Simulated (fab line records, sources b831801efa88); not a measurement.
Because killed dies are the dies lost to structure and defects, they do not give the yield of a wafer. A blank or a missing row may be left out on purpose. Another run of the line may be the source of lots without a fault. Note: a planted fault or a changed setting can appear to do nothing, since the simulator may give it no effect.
Which of the tools did it? | flow sky130 | 13 lots, 39 wafers sampled, at 3 steps of a route of 708

## WHAT THE GAUGES READ, wafer by wafer
SKY_VT_ADJUST_HVTR_OVL_MEAS_08. Usual: for VT_ADJUST_HVTR_OVL the level is 0.2 nm and the standard deviation is 1.5.
lot  | measured     | on         | VT_ADJUST_HVTR_OVL (nm) | flag
L478 | day 9 05:17  | overlay-02 | -0.3 -0.7 -0.3          |
L479 | day 9 18:36  | overlay-02 | 0.7 -0.7 -0.5           |
L480 | day 10 03:34 | overlay-02 | 0.7 0.0 1.5             |
L482 | day 10 19:14 | overlay-02 | 0.7 0.6 2.1             |
L483 | day 11 23:12 | overlay-01 | 4.6 0.6 2.2             |
L484 | day 11 23:31 | overlay-02 | 2.6 3.9 1.0             |
L487 | day 13 04:50 | overlay-02 | 0.3 1.0 -0.6            |
L488 | day 13 05:41 | overlay-01 | 114.3 113.8 113.7       | OFF
L489 | day 14 07:43 | overlay-02 | 115.0 114.3 114.0       | OFF
L493 | day 15 00:35 | overlay-02 | 1.0 0.7 1.5             |
L495 | day 15 12:47 | overlay-01 | -1.3 -0.8 -2.6          |
L498 | day 15 20:19 | overlay-01 | 0.8 -1.5 -1.8           |
L499 | day 16 06:29 | overlay-01 | 2.7 3.1 3.8             |

SKY_VT_ADJUST_PCH_OVL_MEAS_07. Usual: for VT_ADJUST_PCH_OVL the level is 0.7 nm and the standard deviation is 1.1.
lot  | measured     | on         | VT_ADJUST_PCH_OVL (nm) | flag
L478 | day 10 03:22 | overlay-02 | -1.2 -1.7 -0.2         |
L479 | day 10 16:22 | overlay-01 | 1.0 -0.3 0.5           |
L480 | day 11 01:23 | overlay-02 | -1.1 0.4 1.0           |
L482 | day 11 19:22 | overlay-01 | 0.0 -0.2 0.4           |
L483 | day 13 00:11 | overlay-02 | 1.2 0.5 -1.0           |
L484 | day 13 00:34 | overlay-01 | -0.2 0.3 1.1           |
L487 | day 14 07:25 | overlay-01 | -0.7 1.0 1.0           |
L488 | day 14 08:11 | overlay-01 | 0.7 0.0 0.5            |
L489 | day 15 11:07 | overlay-01 | -0.6 1.2 0.6           |
L493 | day 16 03:52 | overlay-02 | 1.4 2.2 1.4            |
L495 | day 16 16:42 | overlay-02 | -1.3 0.3 0.9           |
L498 | day 17 01:01 | overlay-02 | 1.4 3.8 1.6            |
L499 | day 17 11:16 | overlay-02 | 1.0 -0.6 1.7           |

## EACH LOT AND THE TOOL THAT RAN IT (in order: tool; ch and the chambers of the sampled wafers; start)
lot  | SKY_VT_ADJUST_HVTR_EXPOSE_04
L478 | iline stepper-02 ch 0, day 8 18:29
L479 | iline stepper-01 ch 0, day 9 07:16
L480 | iline stepper-02 ch 0, day 9 14:01
L482 | iline stepper-02 ch 0, day 10 08:22
L483 | iline stepper-02 ch 0, day 11 11:35
L484 | iline stepper-01 ch 0, day 11 11:52
L487 | iline stepper-01 ch 0, day 12 16:05
L488 | iline stepper-02 ch 0, day 12 16:50
L489 | iline stepper-02 ch 0, day 13 18:00
L493 | iline stepper-01 ch 0, day 14 11:07
L495 | iline stepper-01 ch 0, day 14 22:46
L498 | iline stepper-01 ch 0, day 15 06:47
L499 | iline stepper-01 ch 0, day 15 17:26
- SKY_VT_ADJUST_HVTR_EXPOSE_04: exposes mask HVTRM, target cd 380 nm.

## WHAT THE TOOLS THEMSELVES READ (means of the sampled wafers that have a number; where no wafer has one, the mark that the record gives instead)
The record holds no such reading with a usual standard deviation.

## THE ANSWER, worked out from the rows above alone
Rule: take the mean of a lot's wafers that have a number; if it is more than 3 standard deviations from the usual mean, the lot is off. A lot without any number at a reading at which 4 lots or more have one is off too. The other lots that the step has rows for count as sound. The gauges are gone through in route order, then the tools' own readings, and for those a lot's mean is taken as printed above. At the first step where some lot is off, the reading lying furthest off is the one used; lots without a number count as furthest.
Off: L488, L489, at SKY_VT_ADJUST_HVTR_OVL_MEAS_08 (VT_ADJUST_HVTR_OVL).
If a tool, at a process step before that reading, ran all the lots that are off and no sound lot after the first of them, it fits. Gauges at SKY_VT_ADJUST_HVTR_OVL_MEAS_08: tried the same way as those tools. One fits: SKY_VT_ADJUST_HVTR_EXPOSE_04 on iline stepper-02. A fault onset in the window from L483 (day 11 11:35, its last sound lot) to L488 (day 12 16:50, its first lot off) fits.

## WHAT THE SIMULATOR HAD PUT IN
Scanner matching overlay: iline stepper-02, from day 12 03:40 on, at SKY_VT_ADJUST_HVTR_EXPOSE_04. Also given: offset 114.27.
Shown lots that were struck: L488, L489. The rule above found the same.
